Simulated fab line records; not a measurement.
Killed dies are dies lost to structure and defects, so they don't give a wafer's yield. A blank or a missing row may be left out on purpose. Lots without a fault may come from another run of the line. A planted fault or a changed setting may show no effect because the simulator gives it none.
A lot that was struck, set against a sound lot | flow gf180mcu | 44 steps out of a route of 602
Sound: wafers L392.1, L392.3, L392.6. Wafers L402.1, L402.2, L402.6 were the ones struck. The cause is given at the end.
Each step with rows lists, per side, the tool, then ch with its chambers, then its first start. Under that, the readings that differ: sound wafers | struck wafers | difference of the means | sigmas: that difference in standard deviations of wafers without a fault.
alike: same words and numbers on both sides, and readings whose means sit less than 2 such deviations apart. not compared: any withheld reading, any reading some wafer has no value for, any bound like >300 that may hide the same value, and any number with overlapping values for which the record gives no deviation.
A row with sigmas, a row that says differs or no value, or rows on one side alone: a step with any of these is where the two part. Numbers that have no deviation but don't overlap get no sigmas and don't part them. A reading that every wafer of one side lacks parts them only if that side has two wafers or more.

first, 2 steps without rows for these wafers: GF_V1_STRIP_19 (strips in post etch residue remover, time 1200 s); GF_V1_CLEAN_20 (cleans in DIW).
GF_V1_SPUTTER_21: material Ti, target thk 15 nm, time 80.02 s.
  sound on pvd-sputter-03, day 19 15:26; struck on pvd-sputter-03, day 22 23:48
  alike: chamber-pressure-pa, throttle-valve-pct
then, 2 steps without rows for these wafers: GF_V1_SPUTTER_22 (material TiN, target thk 10 nm, time 40 s); GF_V1_CVD_23 (deposits W, target thk 350 nm, time 105.05 s).
GF_V1_RS_MEAS_24: measures by four-point-probe.
  sound on film-metro-03, day 19 15:38; struck on film-metro-03, day 23 00:01
  alike: V1_W_RS
GF_V1_THK_MEAS_25: measures by xrf.
  sound on film-metro-03, day 19 15:46; struck on film-metro-03, day 23 00:08
  alike: V1_W_THK
GF_V1_CMP_26: polishes, stops on SiO2, t overpolish 15 s, target thk 0 nm.
  sound on cmp-01 ch 0,1, day 19 15:49; struck on cmp-01 ch 0,1,2, day 23 00:14
  alike: motor-current-A, overpolish-run-s, platen-rpm, time-to-endpoint-s
then, 1 step without rows for these wafers: GF_M2_SPUTTER_00 (material Ti, target thk 37.5 nm, time 150 s).
GF_M2_SPUTTER_01: material TiN, target thk 30 nm, time 25 s.
  sound on pvd-sputter-01, day 19 16:13; struck on pvd-sputter-01, day 23 00:35
  alike: chamber-pressure-pa, throttle-valve-pct
then, 1 step without rows for these wafers: GF_M2_SPUTTER_02 (material AlCu, target thk 450 nm, time 23.9 s).
GF_M2_SPUTTER_03: material Ti, target thk 10 nm, time 6.426 s.
  sound on pvd-sputter-01, day 19 16:17; struck on pvd-sputter-01, day 23 00:39
  alike: chamber-pressure-pa, throttle-valve-pct
GF_M2_SPUTTER_04: material TiN, target thk 50 nm, time 41.7 s.
  sound on pvd-sputter-01, day 19 16:18; struck on pvd-sputter-01, day 23 00:40
  reading                                | sound                | struck               | difference | sigmas
  chamber-pressure-pa (Pa)               | 0.4000 0.4011 0.4002 | 0.4799 0.4782 0.4784 | +0.0784    | +97
  throttle-valve-pct (%)                 | 30.3 29.7 30.7       | 27.4 27.7 27.7       | -2.6       | -2
  model.TiN_of_M2_SPUTTER_04.thk-nm (nm) | 49.93 49.39 49.97    | 47.29 47.27 47.63    | -2.37      |
GF_M2_RS_MEAS_05: measures by four-point-probe.
  sound on film-metro-03, day 19 16:20; struck on film-metro-04, day 23 00:43
  alike: M2_ALCU_RS
GF_M2_THK_MEAS_06: measures by xrf.
  sound on film-metro-03, day 19 16:28; struck on film-metro-04, day 23 00:50
  alike: M2_ALCU_THK
then, 7 steps without rows for these wafers: GF_M2_DEHYDRATE_07 (time 60 s); GF_M2_HMDS_08 (prime time 60 s); GF_M2_COAT_09 (resist thk 1000 nm); GF_M2_SOFTBAKE_10 (time 60 s); GF_M2_EXPOSE_11 (exposes mask Metal2, target cd 280 nm); GF_M2_PEB_12 (peb time 90 s); GF_M2_DEVELOP_13 (develop time 60 s).
GF_M2_CD_MEAS_14 targets a cd of 280 nm.
  sound on cd-sem-02, day 20 14:59; struck on cd-sem-02, day 23 23:28
  alike: cd-nm
GF_M2_OVL_MEAS_15:
  sound on overlay-02, day 20 15:06; struck on overlay-02, day 23 23:35
  alike: M2_OVL
then, 5 steps without rows for these wafers: GF_M2_METAL_ETCH_16 (etches the open film in Cl2/BCl3, stops on SiO2, target depth 750.8 nm, time 125.1 s); GF_M2_STRIP_17 (strips in O2/N2); GF_M2_STRIP_18 (strips in post etch residue remover, time 1200 s); GF_M2_CLEAN_19 (cleans in DIW); GF_V2_CVD_00 (deposits SiO2, target thk 600 nm, time 100 s).
GF_V2_THK_MEAS_01:
  sound on film-metro-01, day 20 15:52; struck on film-metro-04, day 24 00:22
  alike: V2_CVD_00_THK
GF_V2_CVD_02: deposits SiO2 from TEOS, target thk 850 nm, time 94.851 s.
  sound on pecvd-02 ch 0,2, day 20 15:56; struck on pecvd-02 ch 0,1,2, day 24 00:25
  alike: heater-power-outer-w, heater-power-w
GF_V2_THK_MEAS_03:
  sound on film-metro-02, day 20 16:00; struck on film-metro-01, day 24 00:29
  alike: V2_CVD_02_THK
then, 1 step without rows for these wafers: GF_V2_CMP_04 (polishes SiO2).
GF_V2_BOW_MEAS_05:
  sound on film-metro-01, day 20 16:29; struck on film-metro-01, day 24 00:51
  alike: V2_BOW
then, 8 steps without rows for these wafers: GF_V2_DEHYDRATE_06 (time 60 s); GF_V2_HMDS_07 (prime time 60 s); GF_V2_COAT_08; GF_V2_COAT_09 (resist thk 1000 nm); GF_V2_SOFTBAKE_10 (time 58.63 s); GF_V2_EXPOSE_11 (exposes mask Via2, target cd 260 nm); GF_V2_PEB_12 (peb time 90 s); GF_V2_DEVELOP_13 (develop time 60 s).
GF_V2_STRIP_19: strips in post etch residue remover, time 1200 s.
  sound on wet-bench-02 ch 3, day 21 16:15; struck on wet-bench-02 ch 0, day 24 22:53
  reading                                | sound             | struck            | difference | sigmas
  model.TiN_of_M2_SPUTTER_04.thk-nm (nm) | 49.08 48.55 49.13 | 46.45 46.42 46.79 | -2.37      |
-- the record jumps here: 8 days lie between the struck wafers' starts before and after (it left off in module V2 and takes up again in module PASSIVATION, whose first step shown is number 602 of the route) --
GF_PASSIVATION_PROBE_99:
  only the struck wafers here have rows in the record (prober-01, day 32 16:09); the sound ones have none

WHERE THEY PART
First at GF_M2_SPUTTER_04; last, within this record, at GF_PASSIVATION_PROBE_99.

WHY: what the simulator had put in
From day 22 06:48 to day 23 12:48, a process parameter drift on pvd-sputter-01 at GF_M2_SPUTTER_04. From 0.4, the setting chamber-pressure-pa moved by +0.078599. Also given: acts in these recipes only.
